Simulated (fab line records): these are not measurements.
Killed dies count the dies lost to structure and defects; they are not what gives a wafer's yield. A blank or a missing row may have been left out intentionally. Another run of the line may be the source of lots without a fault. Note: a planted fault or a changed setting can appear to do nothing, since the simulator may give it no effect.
Commonality check across tools | flow sky130 | 45 wafers sampled across 15 lots

## THE REASON FOR OPENING IT
At SKY_SD_P_TW_MEAS_11 the reading SD_P_TW is flagged on 3 of 15 lots. No-fault wafers: 2817, standard deviation 20.
Rule: a lot is flagged in two cases, either no wafer of it has a number, or all its wafers with numbers fall more than 4 standard deviations from that mean. All remaining lots are regarded as sound.

lot  | measured     | on            | SD_P_TW, wafer by wafer | flag
L715 | day 25 11:01 | film metro-01 | 2826 2830 2833          |
L717 | day 25 23:22 | film metro-02 | 2817 2832 2827          |
L716 | day 25 23:50 | film metro-01 | 2824 2831 2836          |
L719 | day 27 03:00 | film metro-01 | 2861 2845 2842          |
L720 | day 27 06:11 | film metro-02 | 2810 2799 2810          |
L721 | day 27 09:23 | film metro-03 | 2777 2793 2803          |
L722 | day 27 18:44 | film metro-03 | 2799 2791 2798          |
L724 | day 28 15:57 | film metro-01 | 2846 2836 2851          |
L725 | day 29 01:00 | film metro-02 | 2800 2802 2810          |
L729 | day 30 11:01 | film metro-02 | 2818 2806 2810          |
L732 | day 32 13:55 | film metro-02 | 2831 2827 2819          |
L734 | day 32 14:13 | film metro-01 | 30 30 30                | FLAGGED
L737 | day 32 21:33 | film metro-01 | 30 30 30                | FLAGGED
L736 | day 32 21:55 | film metro-03 | 30 30 30                | FLAGGED
L738 | day 33 04:37 | film metro-01 | 2857 2848 2858          |
Flagged lots average 30: -2787 relative to the usual, that is -99 or more standard deviations.

## WHICH TOOL EACH LOT WENT THROUGH
Before the reading, the record contains 3 process steps out of a 708-step route. Each cell gives the tool, then ch followed by the chambers the sampled wafers passed through, then the start.
lot  | flag    | SKY_FIELD_ISO_STRIP_16              | SKY_SD_P_IMPLANT_09             | SKY_SD_P_STRIP_10
L715 |         | plasma asher-04 ch 0,1, day 2 05:17 | implanter-04 ch 0, day 25 10:46 | plasma asher-03 ch 0,1, day 25 10:55
L717 |         | plasma asher-04 ch 0,1, day 2 16:41 | implanter-04 ch 0, day 25 23:08 | plasma asher-03 ch 0,1, day 25 23:16
L716 |         | plasma asher-01 ch 0,1, day 2 14:08 | implanter-03 ch 0, day 25 23:37 | plasma asher-01 ch 0,1, day 25 23:44
L719 |         | plasma asher-04 ch 0,1, day 3 02:04 | implanter-03 ch 0, day 27 02:47 | plasma asher-03 ch 0,1, day 27 02:55
L720 |         | plasma asher-01 ch 0,1, day 3 07:19 | implanter-03 ch 0, day 27 05:58 | plasma asher-04 ch 0,1, day 27 06:06
L721 |         | plasma asher-04 ch 1, day 3 11:35   | implanter-01 ch 0, day 27 09:08 | plasma asher-03 ch 1, day 27 09:17
L722 |         | plasma asher-02 ch 0,1, day 3 17:05 | implanter-03 ch 0, day 27 18:32 | plasma asher-03 ch 0,1, day 27 18:39
L724 |         | plasma asher-01 ch 0,1, day 4 03:17 | implanter-04 ch 0, day 28 15:42 | plasma asher-01 ch 0,1, day 28 15:51
L725 |         | plasma asher-01 ch 0,1, day 4 10:41 | implanter-04 ch 0, day 29 00:45 | plasma asher-03 ch 0,1, day 29 00:54
L729 |         | plasma asher-04 ch 0,1, day 5 06:14 | implanter-04 ch 0, day 30 10:46 | plasma asher-03 ch 0,1, day 30 10:55
L732 |         | plasma asher-01 ch 0,1, day 6 01:59 | implanter-04 ch 0, day 32 13:40 | plasma asher-01 ch 0,1, day 32 13:49
L734 | FLAGGED | plasma asher-02 ch 1, day 6 08:08   | implanter-03, day 32 13:58      | plasma asher-03 ch 0,1, day 32 14:07
L737 | FLAGGED | plasma asher-01 ch 0,1, day 7 01:22 | implanter-03, day 32 21:20      | plasma asher-04 ch 0,1, day 32 21:28
L736 | FLAGGED | plasma asher-02 ch 0,1, day 7 00:59 | implanter-01, day 32 21:40      | plasma asher-03 ch 0,1, day 32 21:48
L738 |         | plasma asher-04 ch 0,1, day 7 06:29 | implanter-01 ch 0, day 33 04:22 | plasma asher-03 ch 0,1, day 33 04:31
What the steps here do:
- SKY_FIELD_ISO_STRIP_16: strips in O2/N2.
- SKY_SD_P_IMPLANT_09
- SKY_SD_P_STRIP_10: strips in O2/N2.
- SKY_SD_P_TW_MEAS_11

## FLAGGED OVER TOTAL, TOOL BY TOOL (the gauges that took the reading come last)
step                   | tool            | lots run | flagged | share of the flagged lots | sound lots run after its first flagged lot
SKY_FIELD_ISO_STRIP_16 | plasma asher-01 | 6        | 1       | some                      | 0
SKY_FIELD_ISO_STRIP_16 | plasma asher-02 | 3        | 2       | some                      | 0
SKY_FIELD_ISO_STRIP_16 | plasma asher-04 | 6        | 0       | none                      | -
SKY_SD_P_IMPLANT_09    | implanter-01    | 3        | 1       | some                      | 1 (L738)
SKY_SD_P_IMPLANT_09    | implanter-03    | 6        | 2       | some                      | 0
SKY_SD_P_IMPLANT_09    | implanter-04    | 6        | 0       | none                      | -
SKY_SD_P_STRIP_10      | plasma asher-01 | 3        | 0       | none                      | -
SKY_SD_P_STRIP_10      | plasma asher-03 | 10       | 2       | some                      | 1 (L738)
SKY_SD_P_STRIP_10      | plasma asher-04 | 2        | 1       | some                      | 0
SKY_SD_P_TW_MEAS_11    | film metro-01   | 7        | 2       | some                      | 1 (L738)
SKY_SD_P_TW_MEAS_11    | film metro-02   | 5        | 0       | none                      | -
SKY_SD_P_TW_MEAS_11    | film metro-03   | 3        | 1       | some                      | 0

## WHAT THE TABLE ALLOWS
No row of the table ran every flagged lot.

## WHAT WAS PUT IN BY THE SIMULATOR
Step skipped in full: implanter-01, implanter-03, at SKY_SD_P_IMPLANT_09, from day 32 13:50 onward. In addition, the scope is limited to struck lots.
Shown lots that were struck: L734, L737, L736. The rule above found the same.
